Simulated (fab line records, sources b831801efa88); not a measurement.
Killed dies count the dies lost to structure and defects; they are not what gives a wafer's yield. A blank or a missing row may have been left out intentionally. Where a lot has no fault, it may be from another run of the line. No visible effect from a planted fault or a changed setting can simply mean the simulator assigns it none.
Struck lot and sound lot, side by side | flow sfq_line | 21 steps out of a route of 325
Sound: wafers L978.2, L978.3, L978.5. The struck wafers were L963.3, L963.4, L963.6. At the end, the cause is stated.
Each step with rows lists, per side, the tool, then ch with its chambers, then its first start. Under that, the readings that differ: sound wafers | struck wafers | difference of the means | sigmas: that difference in standard deviations of wafers without a fault.
alike: a reading whose means differ by less than 2 such deviations, as well as words and numbers matching on both sides. not compared: withheld readings; readings where some wafer has no value; bounds like >300 that might hide an equal value; numbers whose values overlap and for which the record gives no deviation.
The two part at a step that has a row with sigmas, a row that says differs or no value, or rows on one side only. Numbers that don't overlap but have no deviation are shown without sigmas and don't part them. A reading missing from all wafers of one side parts the sides only when that side holds two or more wafers.

first, 2 steps without rows for these wafers: SFQ_TRILAYER_M7_LITHO_PEB_180 (peb time 60 s); SFQ_TRILAYER_M7_LITHO_DEVELOP_179 (time 60 s).
SFQ_M7_OVL_MEAS_945:
  sound: overlay-01 at day 78 17:42; struck: overlay-02 at day 73 02:35
  alike: M7_OVL
then, 1 step without rows for these wafers: SFQ_TRILAYER_M7_BARC_OPEN_METAL_ETCH_229 (etches BARC in O2, target depth 125 nm, time 41.7 s).
SFQ_TRILAYER_M7_ETCH_METAL_ETCH_180: etches Nb in Cl2/Ar, stops on SiO2, target depth 240 nm, time 120 s.
  sound on rie_metal-04 ch 0,1, day 78 17:47; struck on rie_metal-01 ch 0,1, day 73 02:43
  alike: drypump_motor_current_A, oes_product_au
  not compared: rf_hours_counter_h
SFQ_TRILAYER_M7_STRIP_STRIP_181: strips in O2.
  sound on rie_metal-04 ch 0,1, day 78 17:55; struck on rie_metal-01 ch 0,1, day 73 03:00
  alike: drypump_motor_current_A, oes_product_au
  not compared: rf_hours_counter_h
then, 1 step without rows for these wafers: SFQ_TRILAYER_M7_STRIP_SOLV_CLEAN_182 (cleans in NMP, time 600 s).
SFQ_TRILAYER_I7_DEP_PECVD_183: deposits SiO2 from SiH4/N2O, time 111.11 s, target thk 500 nm.
  sound on pecvd-02 ch 0,1,2, day 78 18:43; struck on pecvd-01 ch 0,1,2, day 73 03:34
  alike: heater_power_w, susceptor_temp_C, throttle_valve_pct
SFQ_TRILAYER_I7_CMP_CMP_184: polishes SiO2.
  sound on cmp-01 ch 1,2, day 78 19:32; struck on cmp-01 ch 0,2, day 73 04:53
  reading                | sound       | struck      | difference | sigmas
  time_to_endpoint_s (s) | 207 199 208 | 219 222 228 | +18        | +2
  alike: motor_current_A
SFQ_I7_BOW_MEAS_946:
  sound: film_metro-01 at day 78 22:34; struck: film_metro-02 at day 73 07:56
  alike: I7_BOW
then, 2 steps without rows for these wafers: SFQ_TRILAYER_I7_METRO_MEASURE_185; SFQ_TRILAYER_I7_VIA_LITHO_COAT_192 (resist thk 62 nm).
SFQ_TRILAYER_I7_VIA_LITHO_COAT_187: resist thk 650 nm.
  sound on litho_track-03 ch 0, day 79 00:13; struck on litho_track-01 ch 0, day 73 09:37
  reading                                                 | sound                | struck               | difference | sigmas
  spin_speed_rpm (rpm)                                    | 2999.2 2997.9 2996.2 | 3116.1 3113.1 3114.4 | +116.8     | +61
  model.KrF_of_TRILAYER_I7_VIA_LITHO_COAT_187.thk_nm (nm) | 651 651.5 651.3      | 639.8 640.2 638.1    | -11.9      |
  alike: exhaust_pa
then, 4 steps without rows for these wafers: SFQ_TRILAYER_I7_VIA_LITHO_SOFTBAKE_191; SFQ_TRILAYER_I7_VIA_LITHO_EXPOSE_188 (exposes mask I7, target cd 1000 nm); SFQ_TRILAYER_I7_VIA_LITHO_PEB_190 (peb time 60 s); SFQ_TRILAYER_I7_VIA_LITHO_DEVELOP_189 (time 60 s).
SFQ_I7_OVL_MEAS_947:
  sound: overlay-01 at day 82 10:53; struck: overlay-01 at day 73 22:46
  alike: I7_OVL
then, 1 step without rows for these wafers: SFQ_TRILAYER_I7_VIA_BARC_OPEN_VIA_ETCH_260 (etches BARC in O2, target depth 125 nm, time 41.7 s).
SFQ_TRILAYER_I7_VIA_ETCH_VIA_ETCH_190: etches SiO2 in CHF3, stops on Nb, target depth 260 nm.
  sound on rie_diel-02 ch 1,2,3, day 82 10:57; struck on rie_diel-03 ch 0,1,2, day 73 22:50
  reading                                                 | sound             | struck          | difference | sigmas
  model.KrF_of_TRILAYER_I7_VIA_LITHO_COAT_187.thk_nm (nm) | 529.9 528.8 531.3 | 522 519.2 515.3 | -11        |
  alike: drypump_motor_current_A, oes_product_au
SFQ_TRILAYER_I7_VIA_STRIP_STRIP_191: strips in O2.
  sound on rie_metal-03 ch 0,1, day 82 11:04; struck on rie_metal-04 ch 0,1, day 73 23:09
  alike: drypump_motor_current_A, oes_product_au
  not compared: rf_hours_counter_h

## WHERE THEY PART
First at SFQ_TRILAYER_I7_CMP_CMP_184; last, within this record, at SFQ_TRILAYER_I7_VIA_LITHO_COAT_187. Later steps at which nothing parts them and some readings are alike: SFQ_I7_OVL_MEAS_947, SFQ_TRILAYER_I7_VIA_ETCH_VIA_ETCH_190, SFQ_TRILAYER_I7_VIA_STRIP_STRIP_191.

WHY: what the simulator had put in
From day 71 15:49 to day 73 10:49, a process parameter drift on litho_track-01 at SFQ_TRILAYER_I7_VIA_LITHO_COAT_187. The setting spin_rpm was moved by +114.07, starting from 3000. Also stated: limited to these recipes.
